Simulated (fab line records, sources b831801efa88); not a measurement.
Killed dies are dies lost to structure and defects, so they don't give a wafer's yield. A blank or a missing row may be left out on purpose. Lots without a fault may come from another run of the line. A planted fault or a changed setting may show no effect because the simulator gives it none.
Which tool did it? | flow sky130 | 11 lots, 33 wafers sampled, at 3 steps of a route of 708

WHAT THE GAUGES READ, wafer by wafer
SKY_SD_N_RS_MEAS_16: measures by four-point-probe.
lot  | measured     | on            | SD_N_RS (ohm/sq)
L209 | day 28 18:49 | film_metro-02 | 68.69 68.55 68.67
L213 | day 29 21:46 | film_metro-02 | 68.75 68.68 68.73
L214 | day 29 23:36 | film_metro-02 | 68.78 68.60 68.76
L215 | day 30 10:31 | film_metro-03 | 68.57 68.42 68.64
L216 | day 30 15:16 | film_metro-02 | 68.68 68.63 68.76
L217 | day 31 04:33 | film_metro-02 | 68.79 68.84 68.78
L218 | day 31 09:55 | film_metro-02 | 68.63 68.38 68.65
L224 | day 33 02:12 | film_metro-01 | 72.01 72.00 72.14
L225 | day 33 16:42 | film_metro-02 | 72.09 72.00 72.18
L229 | day 34 12:44 | film_metro-02 | 68.75 68.66 68.78
L231 | day 35 07:42 | film_metro-02 | 68.69 68.57 68.71

WHICH TOOL RAN EACH LOT (tool, then ch and the chambers of the sampled wafers, then the start)
lot  | SKY_POLY_CUT_ETCH_10               | SKY_SD_N_RTA_14
L209 | rie_diel-03 ch 0,1, day 25 02:56   | rtp_anneal-01 ch 0, day 28 18:37
L213 | rie_diel-03 ch 1,2,3, day 26 08:22 | rtp_anneal-01 ch 0, day 29 21:35
L214 | rie_diel-02 ch 1,3, day 26 09:55   | rtp_anneal-02 ch 0, day 29 23:26
L215 | rie_diel-01 ch 0,2,3, day 26 21:43 | rtp_anneal-01 ch 0, day 30 10:20
L216 | rie_diel-02 ch 1,3, day 27 01:32   | rtp_anneal-02 ch 0, day 30 15:05
L217 | rie_diel-01 ch 0,3, day 27 15:11   | rtp_anneal-01 ch 0, day 31 04:22
L218 | rie_diel-02 ch 1,2,3, day 27 21:28 | rtp_anneal-02 ch 0, day 31 09:44
L224 | rie_diel-02 ch 1,3, day 29 14:26   | rtp_anneal-02 ch 0, day 33 02:00
L225 | rie_diel-02 ch 0,1, day 30 04:49   | rtp_anneal-02 ch 0, day 33 16:32
L229 | rie_diel-01 ch 0,1,2, day 31 02:07 | rtp_anneal-01 ch 0, day 34 12:33
L231 | rie_diel-01 ch 0,1, day 31 23:26   | rtp_anneal-01 ch 0, day 35 07:28
- SKY_POLY_CUT_ETCH_10: etches BARC in N2/H2, stops on SiO2, time 45.9 s, target depth 60 nm.
- SKY_SD_N_RTA_14: time 2 s.

THE ANSWER, worked out from the rows above alone
Rule: what is usual is taken from the lots themselves. Put in order of their means at a reading, lots are off if they are a third of the lots or fewer, leave a main group of 4 or more, and stand apart from it by a gap of 3 or more times the standard deviation of the main group's means; of several such gaps the widest counts. A main group whose means are all the same, to the digits that the tables above print for the reading, isn't used. A lot without any number at a reading at which 4 lots or more have one is off too. The other lots that the step has rows for count as sound.
Off: L224, L225, at SKY_SD_N_RS_MEAS_16 (SD_N_RS). The main group: mean 68.67 ohm/sq, standard deviation 0.08.
A tool fits if, at a process step before that reading, it ran every lot that is off, and no sound lot after the first of them. The gauges at SKY_SD_N_RS_MEAS_16 are tried like those tools. Can't be told from this: 2 tools fit, rie_diel-02 at SKY_POLY_CUT_ETCH_10, rtp_anneal-02 at SKY_SD_N_RTA_14.

WHAT THE SIMULATOR HAD PUT IN
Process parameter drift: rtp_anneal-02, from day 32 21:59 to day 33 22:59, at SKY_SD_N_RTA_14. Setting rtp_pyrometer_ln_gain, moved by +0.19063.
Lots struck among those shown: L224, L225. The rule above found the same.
